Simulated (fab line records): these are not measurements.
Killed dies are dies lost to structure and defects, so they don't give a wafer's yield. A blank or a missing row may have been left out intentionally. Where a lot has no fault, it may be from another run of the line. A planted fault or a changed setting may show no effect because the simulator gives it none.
Chamber matching || flow sfqLine || SFQ_TRILAYER_I7_CMP_CMP_184 on cmp-01: 4 sister chambers
The step polishes SiO2. 4 wafers are shown with their chamber, then 8 later ones without.

## WAFERS PAIRED WITH THEIR CHAMBERS
{"wafer": "L438.5", "chamber": 1, "motorCurrentA (A)": 9.4}
{"wafer": "L440.4", "chamber": 0, "motorCurrentA (A)": 8.6}
{"wafer": "L440.3", "chamber": 2, "motorCurrentA (A)": 9.8}
{"wafer": "L443.3", "chamber": 3, "motorCurrentA (A)": 10.6}

## WAFERS WHOSE CHAMBER IS MISSING
{"wafer": "L443.4", "motorCurrentA (A)": 9.5}
{"wafer": "L443.6", "motorCurrentA (A)": 9.6}
{"wafer": "L448.2", "motorCurrentA (A)": 9.9}
{"wafer": "L448.4", "motorCurrentA (A)": 9.1}
{"wafer": "L448.5", "motorCurrentA (A)": 9.8}
{"wafer": "L450.1", "motorCurrentA (A)": 9.1}
{"wafer": "L450.3", "motorCurrentA (A)": 9.5}
{"wafer": "L450.5", "motorCurrentA (A)": 8.7}

## THE CHAMBER EACH PASSED THROUGH
{"wafer": "L443.4", "from the rows above": "can't be placed: 1 or 2", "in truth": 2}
{"wafer": "L443.6", "from the rows above": "can't be placed: 1 or 2", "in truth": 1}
{"wafer": "L448.2", "from the rows above": 2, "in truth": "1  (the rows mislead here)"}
{"wafer": "L448.4", "from the rows above": "can't be placed: 1 or 0", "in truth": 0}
{"wafer": "L448.5", "from the rows above": 2, "in truth": 2}
{"wafer": "L450.1", "from the rows above": "can't be placed: 1 or 0", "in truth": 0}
{"wafer": "L450.3", "from the rows above": "can't be placed: 1 or 2", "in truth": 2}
{"wafer": "L450.5", "from the rows above": 0, "in truth": 0}
Correct placement for 2 of the 8. Unplaceable from these rows: 5, with the true chamber sitting among the candidates in 5. Placed wrongly: 1.
How it was worked out, from the rows above alone: a wafer's distance from a chamber is the root of the sum, over the readings, of the square of ((its reading less the chamber's mean) divided by the reading's scatter). If the next closest chamber is less than 2 further off than the closest, the wafer can't be placed; otherwise it belongs to the closest. A chamber's mean is the mean of its shown wafers. The scatter (one wafer shown for each chamber): square how far every hidden wafer sits from the nearest shown wafer, average those squares and take the square root.
